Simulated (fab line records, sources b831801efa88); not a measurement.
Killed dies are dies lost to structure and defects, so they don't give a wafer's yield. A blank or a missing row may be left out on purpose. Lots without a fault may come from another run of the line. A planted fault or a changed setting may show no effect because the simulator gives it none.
fab line records | flow gf180mcu
record lots=5 wafers=15 last_day=34
route steps=602 shown MVPSD@87 VT_IMPLANT@90
lots that met no fault: from a run of the same line without faults
start_h: hours from the record's first day to the start of the lot's first wafer shown | wait_h: hours since the lot's step before | " the same as in the row above | L1.1+2: a row that stands for several wafers | - no value, or no start given | * or withheld: withheld | < > ~ a bound
route shown NAME@n: a module of which the file shows steps, and the number in the route of the first | usual: mean/standard deviation of fault-free wafers | same: alike in all rows | chamber/n: place in a boat | sites: the reading at each site | _std_site: their standard deviation | _edge_site: outer sites' mean less inner sites' | radius_mm: how far each site lies from the wafer's centre | mask NAME#n: copy n | behind: the tool/chamber that last shaped the wafer | hold: why the lot was held/for how many hours/how that ended | device: the transistor (n, p or np) that didn't switch | end of line: the same wafers' tests at the end of the route | a step without rows: its recipe alone | killed: dies lost to structure and defects at the first sort, not the wafer's yield | map: a wafer's dies, x killed, . not, _ none there
set.NAME: the setting as run; set.NAME@STEP: as run at that earlier step | model.NAME: the simulator's own value behind a step, which no gauge read
lots at some steps of the route; a table a step, a row a wafer
services: from which hour (start_h, from the record's first day; less than 0 if before it) a tool's chamber was out of use, for how many hours, and why
## steps
# step GF_MVPSD_IMPLANT_09
# recipe species=B energy_kev=40 dose_cm2=5e+12 tilt_deg=0
# columns lot.wafer tool chamber start_h wait_h
L082.1+4+6 implanter-04 0 153.68 0.1
L086.1+2+6 implanter-01 0 176.08 0.1
L088.2+3+5 implanter-01 0 183.42 0.1
L095.1+2+5 implanter-04 0 221.45 0.1
L096.2+3+6 implanter-01 0 228.62 0.1
# step GF_MVPSD_STRIP_10
# recipe chemistry=O2/N2 power_w=1400 pressure_mtorr=1500 platen_temp_c=250 o2_flow_sccm=3000 n2_flow_sccm=300 overash_fraction=0.5
# usual chamber_pressure_mTorr=1500.0/1.4 drypump_motor_current_A=5.6/0.41 heater_power_w=316/51 oes_product_au=0.723/0.0044 strip_time_to_endpoint_s=36.95/0.096
# same overash_fraction=0.5
# columns lot.wafer tool chamber start_h wait_h chamber_pressure_mTorr drypump_motor_current_A heater_power_w oes_product_au rf_hours_counter_h strip_time_to_endpoint_s
L082.1 plasma_asher-01 0 153.83 0.1 1499.7 4.8 330 0.723 3 36.96
L082.4 " 1 " " 1499.6 5.7 261 0.726 - 37.01
L082.6 " 0 " " 1502.4 4.8 326 0.726 - 37.07
L086.1 plasma_asher-01 1 176.23 0.1 1499.0 5.7 268 0.719 6 36.98
L086.2 " 0 " " 1499.1 4.8 321 0.728 6 37.05
L086.6 " 1 " " 1499.1 5.7 267 0.718 - 37.08
L088.2 plasma_asher-03 1 183.54 0.1 1500.9 5.5 326 0.726 56 36.88
L088.3 " 1 " " 1499.4 5.5 332 0.721 - 37.00
L088.5 " 0 " " 1498.0 5.7 428 0.721 - 36.93
L095.1 plasma_asher-01 0 221.60 0.1 1498.6 4.8 330 0.723 10 37.02
L095.2 " 1 " " 1497.6 5.8 269 0.727 10 36.92
L095.5 " 1 " " 1500.1 5.7 267 0.715 - 36.90
L096.2 plasma_asher-01 1 228.74 0.1 1499.7 5.8 260 0.728 11 36.85
L096.3 " 1 " " 1497.7 5.7 270 0.716 - 36.85
L096.6 " 0 " " 1501.6 4.8 320 0.721 - 36.64
# step GF_MVPSD_TW_MEAS_11
# usual MVPSD_TW=554/3.7
# columns lot.wafer tool chamber start_h wait_h MVPSD_TW
L082.1 film_metro-04 - 153.93 0.1 560
L082.4 " - " " 558
L082.6 " - " " 559
L086.1 film_metro-02 - 176.33 0.1 557
L086.2 " - " " 553
L086.6 " - " " 554
L088.2 film_metro-03 - 183.65 0.1 555
L088.3 " - " " 550
L088.5 " - " " 550
L095.1 film_metro-03 - 221.70 0.1 551
L095.2 " - " " 551
L095.5 " - " " 551
L096.2 film_metro-03 - 228.85 0.1 552
L096.3 " - " " 554
L096.6 " - " " 552
# step GF_VT_IMPLANT_DEHYDRATE_00
# recipe temp_c=200 time_s=60
# columns lot.wafer tool chamber start_h wait_h
L082.1+4+6 litho_track-04 0 161.41 7.5
L086.1+2+6 litho_track-02 0 183.71 7.4
L088.2+3+5 litho_track-02 0 192.44 8.8
L095.1+2+5 litho_track-01 0 230.20 8.5
L096.2+3+6 litho_track-04 0 237.28 8.4
# step GF_VT_IMPLANT_HMDS_01
# recipe prime_time_s=60 prime_temp_c=120
# columns lot.wafer tool chamber start_h wait_h
L082.1+4+6 litho_track-04 0 161.56 0.1
L086.1+2+6 litho_track-02 0 183.86 0.1
L088.2+3+5 litho_track-02 0 192.59 0.1
L095.1+2+5 litho_track-01 0 230.35 0.1
L096.2+3+6 litho_track-04 0 237.43 0.1
# step GF_VT_IMPLANT_COAT_02
# recipe resist=NOVOLAK spin_rpm=3000 resist_thk_nm=1000
# columns lot.wafer tool chamber start_h wait_h
L082.1+4+6 litho_track-04 0 161.71 0.1
L086.1+2+6 litho_track-02 0 184.01 0.1
L088.2+3+5 litho_track-02 0 192.74 0.1
L095.1+2+5 litho_track-01 0 230.50 0.1
L096.2+3+6 litho_track-04 0 237.58 0.1
# step GF_VT_IMPLANT_SOFTBAKE_03
# recipe temp_c=90 time_s=60 resist=NOVOLAK
# columns lot.wafer tool chamber start_h wait_h
L082.1+4+6 litho_track-04 0 161.86 0.1
L086.1+2+6 litho_track-02 0 184.16 0.1
L088.2+3+5 litho_track-02 0 192.89 0.1
L095.1+2+5 litho_track-01 0 230.65 0.1
L096.2+3+6 litho_track-04 0 237.73 0.1
# step GF_VT_IMPLANT_EXPOSE_04
# recipe mask_id=LVPWELL_LV_AREA target_cd_nm=600 na=0.6 source_shape=conventional sigma_outer=0.6 dose_mj=140
# columns lot.wafer tool chamber start_h wait_h mask
L082.1+4+6 iline_stepper-01 0 - - LVPWELL_LV_AREA#0
L086.1+2+6 iline_stepper-01 0 - - LVPWELL_LV_AREA#0
L088.2+3+5 iline_stepper-01 0 - - LVPWELL_LV_AREA#0
L095.1+2+5 iline_stepper-02 0 - - LVPWELL_LV_AREA#0
L096.2+3+6 iline_stepper-01 0 - - LVPWELL_LV_AREA#0
# step GF_VT_IMPLANT_PEB_05
# recipe temp_c=withheld time_s=* resist=NOVOLAK
# columns lot.wafer tool chamber start_h wait_h
L082.1+4+6 litho_track-01 0 - -
L086.1+2+6 litho_track-01 0 - -
L088.2+3+5 litho_track-01 0 - -
L095.1+2+5 litho_track-02 0 - -
L096.2+3+6 litho_track-04 0 - -
# step GF_VT_IMPLANT_DEVELOP_06
# recipe develop_time_s=60 dev_temp_c=23
# same develop_time_s=60
# columns lot.wafer tool chamber start_h wait_h
L082.1+4+6 litho_track-01 0 169.61 0.1
L086.1+2+6 litho_track-01 0 193.01 0.1
L088.2+3+5 litho_track-01 0 200.73 0.1
L095.1+2+5 litho_track-02 0 240.01 0.1
L096.2+3+6 litho_track-04 0 246.93 0.1
# step GF_VT_IMPLANT_OVL_MEAS_07
# usual VT_IMPLANT_OVL=1.3/1.8
# columns lot.wafer tool chamber start_h wait_h VT_IMPLANT_OVL[nm]
L082.1 overlay-01 - 169.76 0.1 3.6
L082.4 " - " " 3.3
L082.6 " - " " 2.3
L086.1 overlay-01 - 193.16 0.1 4.4
L086.2 " - " " 4.2
L086.6 " - " " 4.1
L088.2 overlay-02 - 200.86 0.1 2.3
L088.3 " - " " 1.6
L088.5 " - " " 3.5
L095.1 overlay-02 - 240.16 0.1 2.1
L095.2 " - " " 3.1
L095.5 " - " " 0.4
L096.2 overlay-02 - 247.06 0.1 1.9
L096.3 " - " " 1.9
L096.6 " - " " 2.5
# step GF_VT_IMPLANT_IMPLANT_08
# recipe species=BF2 energy_kev=20 dose_cm2=8.29e+12 tilt_deg=7
# columns lot.wafer tool chamber start_h wait_h
L082.1+4+6 implanter-04 0 169.79 0.0
L086.1+2+6 implanter-03 0 193.19 0.0
L088.2+3+5 implanter-03 0 200.92 0.0
L095.1+2+5 implanter-01 0 240.20 0.0
L096.2+3+6 implanter-04 0 247.12 0.0
# step GF_VT_IMPLANT_STRIP_09
# recipe chemistry=O2/N2 power_w=1400 pressure_mtorr=1500 platen_temp_c=250 o2_flow_sccm=3000 n2_flow_sccm=300 overash_fraction=0.5
# usual chamber_pressure_mTorr=1500.0/1.4 drypump_motor_current_A=5.6/0.43 heater_power_w=335/52 oes_product_au=0.716/0.0044 strip_time_to_endpoint_s=12.63/0.034
# same overash_fraction=0.5
# columns lot.wafer tool chamber start_h wait_h chamber_pressure_mTorr drypump_motor_current_A heater_power_w oes_product_au rf_hours_counter_h strip_time_to_endpoint_s
L082.1 plasma_asher-03 0 169.94 0.1 1498.1 5.7 443 0.716 54 12.73
L082.4 " 1 " " 1498.7 5.5 338 0.723 - 12.68
L082.6 " 1 " " 1501.3 5.5 332 0.716 - 12.73
L086.1 plasma_asher-02 1 193.34 0.1 1500.0 6.0 293 0.707 51 12.62
L086.2 " 0 " " 1499.1 5.9 309 0.714 51 12.66
L086.6 " 0 " " 1500.4 5.9 303 0.711 - 12.62
L088.2 plasma_asher-04 0 201.04 0.1 1500.8 6.0 310 0.713 42 12.61
L088.3 " 0 " " 1500.7 6.1 316 0.710 - 12.64
L088.5 " 0 " " 1500.2 6.0 316 0.714 - 12.60
L095.1 plasma_asher-02 1 240.35 0.1 1500.0 6.0 291 0.722 56 12.63
L095.2 " 0 " " 1501.7 5.8 293 0.712 56 12.70
L095.5 " 1 " " 1498.3 6.0 296 0.714 - 12.65
L096.2 plasma_asher-02 0 247.24 0.1 1499.5 5.9 297 0.713 57 12.61
L096.3 " 0 " " 1500.7 5.9 293 0.712 - 12.59
L096.6 " 0 " " 1499.6 5.9 292 0.713 - 12.61
# step GF_VT_IMPLANT_TW_MEAS_10
# usual VT_IMPLANT_TW=567/3.1
# columns lot.wafer tool chamber start_h wait_h VT_IMPLANT_TW
L082.1 film_metro-01 - 170.04 0.1 567
L082.4 " - " " 564
L082.6 " - " " 568
L086.1 film_metro-02 - 193.51 0.1 572
L086.2 " - " " 565
L086.6 " - " " 568
L088.2 film_metro-01 - 201.15 0.1 568
L088.3 " - " " 571
L088.5 " - " " 568
L095.1 film_metro-02 - 240.47 0.1 564
L095.2 " - " " 568
L095.5 " - " " 568
L096.2 film_metro-02 - 247.35 0.1 565
L096.3 " - " " 563
L096.6 " - " " 566
# step GF_VT_IMPLANT_DEHYDRATE_11
# recipe temp_c=200 time_s=60
# columns lot.wafer tool chamber start_h wait_h
L082.1+4+6 litho_track-01 0 177.26 7.2
L086.1+2+6 litho_track-01 0 201.50 8.0
L088.2+3+5 litho_track-01 0 209.43 8.3
L095.1+2+5 litho_track-01 0 248.90 8.4
L096.2+3+6 litho_track-01 0 256.08 8.7
# step GF_VT_IMPLANT_HMDS_12
# recipe prime_time_s=60 prime_temp_c=120
# columns lot.wafer tool chamber start_h wait_h
L082.1+4+6 litho_track-01 0 177.41 0.1
L086.1+2+6 litho_track-01 0 201.65 0.1
L088.2+3+5 litho_track-01 0 209.58 0.1
L095.1+2+5 litho_track-01 0 249.05 0.1
L096.2+3+6 litho_track-01 0 256.23 0.1
# step GF_VT_IMPLANT_COAT_13
# recipe resist=NOVOLAK spin_rpm=3000 resist_thk_nm=1000
# columns lot.wafer tool chamber start_h wait_h
L082.1+4+6 litho_track-01 0 177.56 0.1
L086.1+2+6 litho_track-01 0 201.80 0.1
L088.2+3+5 litho_track-01 0 209.73 0.1
L095.1+2+5 litho_track-01 0 249.20 0.1
L096.2+3+6 litho_track-01 0 256.38 0.1
# step GF_VT_IMPLANT_SOFTBAKE_14
# recipe temp_c=90 time_s=60 resist=NOVOLAK
# columns lot.wafer tool chamber start_h wait_h
L082.1+4+6 litho_track-01 0 177.71 0.1
L086.1+2+6 litho_track-01 0 201.95 0.1
L088.2+3+5 litho_track-01 0 209.88 0.1
L095.1+2+5 litho_track-01 0 249.35 0.1
L096.2+3+6 litho_track-01 0 256.53 0.1
# step GF_VT_IMPLANT_EXPOSE_15
# recipe mask_id=Nwell_LV_AREA target_cd_nm=860 na=0.6 source_shape=conventional sigma_outer=0.6 dose_mj=140
# columns lot.wafer tool chamber start_h wait_h mask
L082.1+4+6 iline_stepper-01 0 - - Nwell_LV_AREA#0
L086.1+2+6 iline_stepper-01 0 - - Nwell_LV_AREA#0
L088.2+3+5 iline_stepper-01 0 - - Nwell_LV_AREA#0
L095.1+2+5 iline_stepper-02 0 - - Nwell_LV_AREA#0
L096.2+3+6 iline_stepper-01 0 - - Nwell_LV_AREA#0
# step GF_VT_IMPLANT_PEB_16
# recipe temp_c=withheld time_s=* resist=NOVOLAK
# columns lot.wafer tool chamber start_h wait_h
L082.1+4+6 litho_track-04 0 - -
L086.1+2+6 litho_track-04 0 - -
L088.2+3+5 litho_track-04 0 - -
L095.1+2+5 litho_track-04 0 - -
L096.2+3+6 litho_track-01 0 - -
# step GF_VT_IMPLANT_DEVELOP_17
# recipe develop_time_s=60 dev_temp_c=23
# same develop_time_s=60
# columns lot.wafer tool chamber start_h wait_h
L082.1+4+6 litho_track-04 0 185.76 0.1
L086.1+2+6 litho_track-04 0 210.91 0.1
L088.2+3+5 litho_track-04 0 217.93 0.1
L095.1+2+5 litho_track-04 0 258.96 0.1
L096.2+3+6 litho_track-01 0 265.73 0.1
# step GF_VT_IMPLANT_OVL_MEAS_18
# usual VT_IMPLANT_01_OVL=0.3/1.2
# columns lot.wafer tool chamber start_h wait_h VT_IMPLANT_01_OVL[nm]
L082.1 overlay-02 - 185.91 0.1 0.9
L082.4 " - " " 0.4
L082.6 " - " " 1.7
L086.1 overlay-02 - 211.06 0.1 -1.6
L086.2 " - " " 0.3
L086.6 " - " " 0.5
L088.2 overlay-01 - 218.06 0.1 0.5
L088.3 " - " " 1.6
L088.5 " - " " 2.9
L095.1 overlay-02 - 259.11 0.1 -3.9
L095.2 " - " " -0.6
L095.5 " - " " -1.3
L096.2 overlay-02 - 265.86 0.1 0.9
L096.3 " - " " 1.2
L096.6 " - " " 3.6
# step GF_VT_IMPLANT_IMPLANT_19
# recipe species=As energy_kev=100 dose_cm2=4.35e+12 tilt_deg=7
# columns lot.wafer tool chamber start_h wait_h
L082.1+4+6 implanter-01 0 185.94 0.0
L086.1+2+6 implanter-04 0 211.09 0.0
L088.2+3+5 implanter-04 0 218.12 0.0
L095.1+2+5 implanter-01 0 259.14 0.0
L096.2+3+6 implanter-01 0 265.91 0.0
# step GF_VT_IMPLANT_STRIP_20
# recipe chemistry=O2/N2 power_w=1400 pressure_mtorr=1500 platen_temp_c=250 o2_flow_sccm=3000 n2_flow_sccm=300 overash_fraction=0.5
# usual chamber_pressure_mTorr=1500.1/1.4 drypump_motor_current_A=5.6/0.42 heater_power_w=343/55 oes_product_au=0.716/0.0043 strip_time_to_endpoint_s=12.64/0.031
# same overash_fraction=0.5
# columns lot.wafer tool chamber start_h wait_h chamber_pressure_mTorr drypump_motor_current_A heater_power_w oes_product_au rf_hours_counter_h strip_time_to_endpoint_s
L082.1 plasma_asher-04 0 186.09 0.1 1500.7 6.1 303 0.718 40 12.61
L082.4 " 1 " " 1501.1 4.8 302 0.721 - 12.61
L082.6 " 1 " " 1497.8 4.8 284 0.714 - 12.61
L086.1 plasma_asher-03 0 211.24 0.1 1501.4 5.7 436 0.723 59 12.64
L086.2 " 1 " " 1498.8 5.5 337 0.718 59 12.61
L086.6 " 0 " " 1499.9 5.7 436 0.714 - 12.61
L088.2 plasma_asher-02 0 218.24 0.1 1500.0 5.9 299 0.714 54 12.65
L088.3 " 0 " " 1498.6 5.8 290 0.718 - 12.66
L088.5 " 0 " " 1498.9 5.9 297 0.708 - 12.65
L095.1 plasma_asher-04 1 259.29 0.1 1498.7 4.8 302 0.717 48 12.63
L095.2 " 0 " " 1497.7 6.1 317 0.721 48 12.63
L095.5 " 0 " " 1499.6 6.1 319 0.714 - 12.60
L096.2 plasma_asher-02 0 266.04 0.1 1501.1 5.8 287 0.708 59 12.68
L096.3 " 0 " " 1500.1 5.8 287 0.708 - 12.69
L096.6 " 1 " " 1499.8 6.0 307 0.716 - 12.69
# step GF_VT_IMPLANT_TW_MEAS_21
# usual VT_IMPLANT_2_TW=1222/5.3
# columns lot.wafer tool chamber start_h wait_h VT_IMPLANT_2_TW
L082.1 film_metro-01 - 186.19 0.1 1218
L082.4 " - " " 1222
L082.6 " - " " 1223
L086.1 film_metro-02 - 211.34 0.1 1227
L086.2 " - " " 1221
L086.6 " - " " 1226
L088.2 film_metro-02 - 218.35 0.1 1216
L088.3 " - " " 1217
L088.5 " - " " 1216
L095.1 film_metro-01 - 259.39 0.1 1223
L095.2 " - " " 1227
L095.5 " - " " 1222
L096.2 film_metro-04 - 266.15 0.1 1226
L096.3 " - " " 1227
L096.6 " - " " 1226
# step GF_VT_IMPLANT_DEHYDRATE_22
# recipe temp_c=200 time_s=60
# columns lot.wafer tool chamber start_h wait_h
L082.1+4+6 litho_track-02 0 194.36 8.2
L086.1+2+6 litho_track-02 0 219.36 8.0
L088.2+3+5 litho_track-04 0 226.43 8.1
L095.1+2+5 litho_track-01 0 267.85 8.5
L096.2+3+6 litho_track-02 0 275.29 9.1
# step GF_VT_IMPLANT_HMDS_23
# recipe prime_time_s=60 prime_temp_c=120
# columns lot.wafer tool chamber start_h wait_h
L082.1+4+6 litho_track-02 0 194.51 0.1
L086.1+2+6 litho_track-02 0 219.51 0.1
L088.2+3+5 litho_track-04 0 226.58 0.1
L095.1+2+5 litho_track-01 0 268.00 0.1
L096.2+3+6 litho_track-02 0 275.44 0.1
# step GF_VT_IMPLANT_COAT_24
# recipe resist=NOVOLAK spin_rpm=3000 resist_thk_nm=1000
# columns lot.wafer tool chamber start_h wait_h
L082.1+4+6 litho_track-02 0 194.66 0.1
L086.1+2+6 litho_track-02 0 219.66 0.1
L088.2+3+5 litho_track-04 0 226.73 0.1
L095.1+2+5 litho_track-01 0 268.15 0.1
L096.2+3+6 litho_track-02 0 275.59 0.1
# step GF_VT_IMPLANT_SOFTBAKE_25
# recipe temp_c=90 time_s=60 resist=NOVOLAK
# columns lot.wafer tool chamber start_h wait_h
L082.1+4+6 litho_track-02 0 194.81 0.1
L086.1+2+6 litho_track-02 0 219.81 0.1
L088.2+3+5 litho_track-04 0 226.88 0.1
L095.1+2+5 litho_track-01 0 268.30 0.1
L096.2+3+6 litho_track-02 0 275.74 0.1
# step GF_VT_IMPLANT_EXPOSE_26
# recipe mask_id=LVPWELL_HV_AREA target_cd_nm=860 na=0.6 source_shape=conventional sigma_outer=0.6 dose_mj=140
# columns lot.wafer tool chamber start_h wait_h mask
L082.1+4+6 iline_stepper-01 0 - - LVPWELL_HV_AREA#0
L086.1+2+6 iline_stepper-01 0 - - LVPWELL_HV_AREA#0
L088.2+3+5 iline_stepper-01 0 - - LVPWELL_HV_AREA#0
L095.1+2+5 iline_stepper-01 0 - - LVPWELL_HV_AREA#0
L096.2+3+6 iline_stepper-01 0 - - LVPWELL_HV_AREA#0
# step GF_VT_IMPLANT_PEB_27
# recipe temp_c=withheld time_s=* resist=NOVOLAK
# columns lot.wafer tool chamber start_h wait_h
L082.1+4+6 litho_track-01 0 - -
L086.1+2+6 litho_track-01 0 - -
L088.2+3+5 litho_track-04 0 - -
L095.1+2+5 litho_track-01 0 - -
L096.2+3+6 litho_track-04 0 - -
# step GF_VT_IMPLANT_DEVELOP_28
# recipe develop_time_s=60 dev_temp_c=23
# same develop_time_s=60
# columns lot.wafer tool chamber start_h wait_h
L082.1+4+6 litho_track-01 0 203.60 0.1
L086.1+2+6 litho_track-01 0 228.55 0.1
L088.2+3+5 litho_track-04 0 235.53 0.1
L095.1+2+5 litho_track-01 0 277.65 0.1
L096.2+3+6 litho_track-04 0 284.83 0.1
# step GF_VT_IMPLANT_OVL_MEAS_29
# usual VT_IMPLANT_02_OVL=0.2/1.6
# columns lot.wafer tool chamber start_h wait_h VT_IMPLANT_02_OVL[nm]
L082.1 overlay-02 - 203.75 0.1 -1.4
L082.4 " - " " -0.6
L082.6 " - " " -0.1
L086.1 overlay-01 - 228.70 0.1 2.3
L086.2 " - " " 0.6
L086.6 " - " " 1.9
L088.2 overlay-01 - 235.66 0.1 1.7
L088.3 " - " " 1.5
L088.5 " - " " 2.2
L095.1 overlay-01 - 277.80 0.1 3.2
L095.2 " - " " 3.6
L095.5 " - " " 2.5
L096.2 overlay-02 - 284.96 0.1 -0.5
L096.3 " - " " 0.5
L096.6 " - " " 0.8
# step GF_VT_IMPLANT_IMPLANT_30
# recipe species=B energy_kev=25 dose_cm2=2.534e+12 tilt_deg=7
# columns lot.wafer tool chamber start_h wait_h
L082.1+4+6 implanter-03 0 203.79 0.0
L086.1+2+6 implanter-04 0 228.74 0.0
L088.2+3+5 implanter-03 0 235.72 0.0
L095.1+2+5 implanter-03 0 277.84 0.0
L096.2+3+6 implanter-04 0 285.02 0.0
# step GF_VT_IMPLANT_STRIP_31
# recipe chemistry=O2/N2 power_w=1400 pressure_mtorr=1500 platen_temp_c=250 o2_flow_sccm=3000 n2_flow_sccm=300 overash_fraction=0.5
# usual chamber_pressure_mTorr=1499.9/1.3 drypump_motor_current_A=5.6/0.5 heater_power_w=315/38 oes_product_au=0.716/0.004 strip_time_to_endpoint_s=12.64/0.042
# same overash_fraction=0.5
# columns lot.wafer tool chamber start_h wait_h chamber_pressure_mTorr drypump_motor_current_A heater_power_w oes_product_au rf_hours_counter_h strip_time_to_endpoint_s
L082.1 plasma_asher-02 1 203.94 0.1 1502.0 6.0 285 0.718 52 12.67
L082.4 " 0 " " 1501.8 5.8 293 0.716 - 12.68
L082.6 " 1 " " 1499.5 6.0 292 0.719 - 12.68
L086.1 plasma_asher-04 0 228.89 0.1 1496.9 6.0 308 0.716 45 12.60
L086.2 " 1 " " 1501.4 4.7 294 0.715 45 12.58
L086.6 " 0 " " 1502.0 6.0 310 0.709 - 12.59
L088.2 plasma_asher-03 0 235.84 0.1 1497.7 5.8 433 0.717 62 12.65
L088.3 " 0 " " 1499.1 5.8 439 0.711 - 12.70
L088.5 " 1 " " 1498.1 5.5 343 0.715 - 12.73
L095.1 plasma_asher-02 1 277.99 0.1 1500.7 6.0 303 0.716 60 12.62
L095.2 " 0 " " 1498.6 5.8 298 0.725 60 12.66
L095.5 " 0 " " 1501.8 5.8 301 0.716 - 12.65
L096.2 plasma_asher-04 0 285.14 0.1 1501.3 6.1 316 0.719 51 12.61
L096.3 " 0 " " 1502.1 6.1 324 0.717 - 12.57
L096.6 " 0 " " 1499.1 6.1 310 0.709 - 12.60
# step GF_VT_IMPLANT_TW_MEAS_32
# usual VT_IMPLANT_3_TW=270.3/1.3
# columns lot.wafer tool chamber start_h wait_h VT_IMPLANT_3_TW
L082.1 film_metro-02 - 204.04 0.1 271.2
L082.4 " - " " 270.6
L082.6 " - " " 270.6
L086.1 film_metro-01 - 228.99 0.1 268.4
L086.2 " - " " 267.4
L086.6 " - " " 268.1
L088.2 film_metro-02 - 236.00 0.1 269.5
L088.3 " - " " 269.9
L088.5 " - " " 269.6
L095.1 film_metro-01 - 278.09 0.1 270.6
L095.2 " - " " 272.5
L095.5 " - " " 271.5
L096.2 film_metro-01 - 285.25 0.1 272.0
L096.3 " - " " 271.2
L096.6 " - " " 271.3
# step GF_VT_IMPLANT_DEHYDRATE_33
# recipe temp_c=200 time_s=60
# columns lot.wafer tool chamber start_h wait_h
L082.1+4+6 litho_track-02 0 212.06 8.0
L086.1+2+6 litho_track-02 0 237.31 8.3
L088.2+3+5 litho_track-01 0 244.88 8.9
L095.1+2+5 litho_track-04 0 286.86 8.8
L096.2+3+6 litho_track-02 0 294.79 9.5
# step GF_VT_IMPLANT_HMDS_34
# recipe prime_time_s=60 prime_temp_c=120
# columns lot.wafer tool chamber start_h wait_h
L082.1+4+6 litho_track-02 0 212.21 0.1
L086.1+2+6 litho_track-02 0 237.46 0.1
L088.2+3+5 litho_track-01 0 245.03 0.1
L095.1+2+5 litho_track-04 0 287.01 0.1
L096.2+3+6 litho_track-02 0 294.94 0.1
# step GF_VT_IMPLANT_COAT_35
# recipe resist=NOVOLAK spin_rpm=3000 resist_thk_nm=1000
# columns lot.wafer tool chamber start_h wait_h
L082.1+4+6 litho_track-02 0 212.36 0.1
L086.1+2+6 litho_track-02 0 237.61 0.1
L088.2+3+5 litho_track-01 0 245.18 0.1
L095.1+2+5 litho_track-04 0 287.16 0.1
L096.2+3+6 litho_track-02 0 295.09 0.1
# step GF_VT_IMPLANT_SOFTBAKE_36
# recipe temp_c=90 time_s=60 resist=NOVOLAK
# columns lot.wafer tool chamber start_h wait_h
L082.1+4+6 litho_track-02 0 212.51 0.1
L086.1+2+6 litho_track-02 0 237.76 0.1
L088.2+3+5 litho_track-01 0 245.33 0.1
L095.1+2+5 litho_track-04 0 287.31 0.1
L096.2+3+6 litho_track-02 0 295.24 0.1
# step GF_VT_IMPLANT_EXPOSE_37
# recipe mask_id=Nwell_HV_AREA target_cd_nm=860 na=0.6 source_shape=conventional sigma_outer=0.6 dose_mj=140
# columns lot.wafer tool chamber start_h wait_h mask
L082.1+4+6 iline_stepper-01 0 - - Nwell_HV_AREA#0
L086.1+2+6 iline_stepper-02 0 - - Nwell_HV_AREA#0
L088.2+3+5 iline_stepper-02 0 - - Nwell_HV_AREA#0
L095.1+2+5 iline_stepper-02 0 - - Nwell_HV_AREA#0
L096.2+3+6 iline_stepper-02 0 - - Nwell_HV_AREA#0
# step GF_VT_IMPLANT_PEB_38
# recipe temp_c=withheld time_s=* resist=NOVOLAK
# columns lot.wafer tool chamber start_h wait_h
L082.1+4+6 litho_track-01 0 - -
L086.1+2+6 litho_track-02 0 - -
L088.2+3+5 litho_track-01 0 - -
L095.1+2+5 litho_track-01 0 - -
L096.2+3+6 litho_track-04 0 - -
# step GF_VT_IMPLANT_DEVELOP_39
# recipe develop_time_s=60 dev_temp_c=23
# same develop_time_s=60
# columns lot.wafer tool chamber start_h wait_h
L082.1+4+6 litho_track-01 0 221.55 0.1
L086.1+2+6 litho_track-02 0 246.86 0.1
L088.2+3+5 litho_track-01 0 254.13 0.1
L095.1+2+5 litho_track-01 0 297.15 0.1
L096.2+3+6 litho_track-04 0 305.28 0.1
# step GF_VT_IMPLANT_OVL_MEAS_40
# usual VT_IMPLANT_03_OVL=-0.5/1.6
# columns lot.wafer tool chamber start_h wait_h VT_IMPLANT_03_OVL[nm]
L082.1 overlay-01 - 221.70 0.1 1.0
L082.4 " - " " 0.2
L082.6 " - " " -0.9
L086.1 overlay-01 - 247.01 0.1 -2.4
L086.2 " - " " -2.0
L086.6 " - " " -1.8
L088.2 overlay-02 - 254.26 0.1 -2.6
L088.3 " - " " -3.6
L088.5 " - " " -2.1
L095.1 overlay-01 - 297.30 0.1 -0.3
L095.2 " - " " -0.6
L095.5 " - " " 1.5
L096.2 overlay-01 - 305.41 0.1 0.9
L096.3 " - " " -1.5
L096.6 " - " " -0.5
# step GF_VT_IMPLANT_IMPLANT_41
# recipe species=As energy_kev=70 dose_cm2=1.013e+12 tilt_deg=7
# columns lot.wafer tool chamber start_h wait_h
L082.1+4+6 implanter-03 0 221.74 0.0
L086.1+2+6 implanter-03 0 247.05 0.0
L088.2+3+5 implanter-03 0 254.32 0.0
L095.1+2+5 implanter-03 0 297.34 0.0
L096.2+3+6 implanter-03 0 305.47 0.0
# step GF_VT_IMPLANT_STRIP_42
# recipe chemistry=O2/N2 power_w=1400 pressure_mtorr=1500 platen_temp_c=250 o2_flow_sccm=3000 n2_flow_sccm=300 overash_fraction=0.5
# usual chamber_pressure_mTorr=1500/4.9 drypump_motor_current_A=5.7/0.42 heater_power_w=320/46 oes_product_au=0.716/0.0043 strip_time_to_endpoint_s=12.64/0.036
# same overash_fraction=0.5
# columns lot.wafer tool chamber start_h wait_h chamber_pressure_mTorr drypump_motor_current_A heater_power_w oes_product_au rf_hours_counter_h strip_time_to_endpoint_s
L082.1 plasma_asher-02 1 221.89 0.1 1501 6.0 287 0.712 54 12.63
L082.4 " 1 " " 1499 6.0 291 0.713 - 12.65
L082.6 " 0 " " 1499 5.9 291 0.716 - 12.66
L086.1 plasma_asher-03 1 247.20 0.1 1500 5.5 327 0.716 63 12.63
L086.2 " 0 " " 1501 5.7 448 0.714 63 12.65
L086.6 " 1 " " 1502 5.5 335 0.714 - 12.61
L088.2 plasma_asher-04 0 254.44 0.1 1500 6.1 314 0.720 48 12.64
L088.3 " 0 " " 1500 6.0 317 0.717 - 12.63
L088.5 " 0 " " 1499 6.1 314 0.721 - 12.66
L095.1 plasma_asher-02 1 297.49 0.1 1501 6.0 289 0.720 63 12.66
L095.2 " 0 " " 1500 5.9 296 0.718 63 12.61
L095.5 " 1 " " 1501 6.0 292 0.718 - 12.62
L096.2 plasma_asher-02 0 305.59 0.1 1500 5.8 294 0.715 64 12.62
L096.3 " 1 " " 1498 6.0 296 0.719 - 12.60
L096.6 " 0 " " 1499 5.8 292 0.718 - 12.59
## services
# columns tool chamber start_h hours kind
iline_stepper-01 0 131.04 - calibration
implanter-04 - 135.92 4.7 repair
iline_stepper-02 0 136.86 - calibration
plasma_asher-01 - 151.02 2.8 pm
iline_stepper-02 - 162.67 1.5 repair
plasma_asher-02 - 166.53 14.6 pm
plasma_asher-01 - 181.76 8.1 repair
implanter-01 - 191.75 1.0 repair
implanter-04 - 205.08 6.0 repair
iline_stepper-02 - 220.05 1.7 pm
plasma_asher-02 - 238.69 0.7 repair
iline_stepper-01 - 244.19 9.7 repair
plasma_asher-01 - 250.73 8.6 pm
plasma_asher-03 - 254.06 1.0 repair
implanter-01 - 254.56 3.8 repair
iline_stepper-01 - 272.80 1.7 pm
implanter-04 - 281.00 3.9 pm
plasma_asher-01 - 286.68 14.6 pm
implanter-01 - 286.73 3.3 repair
plasma_asher-03 - 296.03 6.9 repair
## key
fault none
